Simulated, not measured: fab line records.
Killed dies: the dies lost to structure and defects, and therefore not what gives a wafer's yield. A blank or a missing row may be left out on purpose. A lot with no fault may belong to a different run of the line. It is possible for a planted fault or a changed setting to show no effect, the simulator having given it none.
Struck lot and sound lot, side by side | flow sky130 | 14 out of 708 route steps
Sound: the wafers L688.1, L688.4, L688.5. Struck: wafers L702.1, L702.4, L702.5. The cause is given at the end.
Per side, at each step with rows, come the tool, then ch with its chambers, and then its first start. Under that, the readings that differ: sound wafers | struck wafers | difference of the means | sigmas: that difference in standard deviations of wafers without a fault.
alike: same words and numbers on both sides, and readings whose means sit less than 2 such deviations apart. not compared: any withheld reading, any reading some wafer has no value for, any bound like >300 that may hide the same value, and any number with overlapping values for which the record gives no deviation.
Wherever a step has rows on one side only, a row that says differs or no value, or a row with sigmas, the two part there. When numbers do not overlap yet have no deviation, they are printed without sigmas and do not part them. Lack of a reading on every wafer of one side parts them only where that side has two or more wafers.

first, 3 steps without rows for these wafers: SKY_FIELD_ISO_CLEAN_20 (cleans in dHF, time 20 s); SKY_FIELD_ISO_WET_ETCH_21 (etches SiO2 in dHF, target depth 20 nm, time 389.8 s); SKY_FIELD_ISO_OXIDATION_22 (stabilise 600 s, purge 300 s, target thk 10 nm).
SKY_FIELD_ISO_THK_MEAS_23:
  sound: film_metro-03 at day 2 05:54; struck: film_metro-03 at day 5 08:23
  alike: FIELD_ISO_OXIDATION_01_THK
then, 1 step without rows for these wafers: SKY_FIELD_ISO_CVD_24 (deposits SiO2, target thk 595 nm, time 99.2 s).
SKY_FIELD_ISO_THK_MEAS_25:
  sound: film_metro-03 at day 2 06:02; struck: film_metro-02 at day 5 08:31
  alike: FIELD_ISO_CVD_24_THK
then, 1 step without rows for these wafers: SKY_FIELD_ISO_ANNEAL_26 (time 1800 s).
SKY_FIELD_ISO_CMP_27: polishes, stops on Si3N4, t overpolish 16 s, target thk 457.8 nm.
  sound on cmp-01 ch 1,2,3, day 2 07:35; struck on cmp-01 ch 0,1,3, day 5 10:19
  alike: motor_current_A, overpolish_run_s, slurry_flow_ml_min, time_to_endpoint_s
then, 4 steps without rows for these wafers: SKY_FIELD_ISO_WET_ETCH_28 (etches SiO2 in dHF, target depth 23.7 nm, time 47 s); SKY_FIELD_ISO_WET_ETCH_29 (etches Si3N4 in H3PO4, target depth 160 nm, time 1825 s); SKY_FIELD_ISO_WET_ETCH_30 (etches SiO2 in dHF, target depth 25 nm, time 50 s); SKY_NWELL_CLEAN_00 (cleans in SC1/SC2, time 150 s).
SKY_NWELL_OXIDATION_01: stabilise 600 s, purge 300 s, target thk 10 nm.
  struck on furnace-01, day 5 12:38; sound on furnace-02 ch 0, day 2 08:31
  no value came back on the struck wafers for ox_temp_c (C), ox_temp_c_max, spike_tc_upper_C (C), tube_center_temp_C_max; on the sound wafers ox_temp_c (C) reads 900.6 900.8 900.3
then, 1 step without rows for these wafers: SKY_DNWELL_DEHYDRATE_00 (time 60 s).

WHERE THEY PART
At SKY_NWELL_OXIDATION_01 and nowhere else, as far as this record goes.

WHY: whatever the simulator had introduced
Entire step skipped (furnace-01, SKY_NWELL_OXIDATION_01), from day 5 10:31 onward. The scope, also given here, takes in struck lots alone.
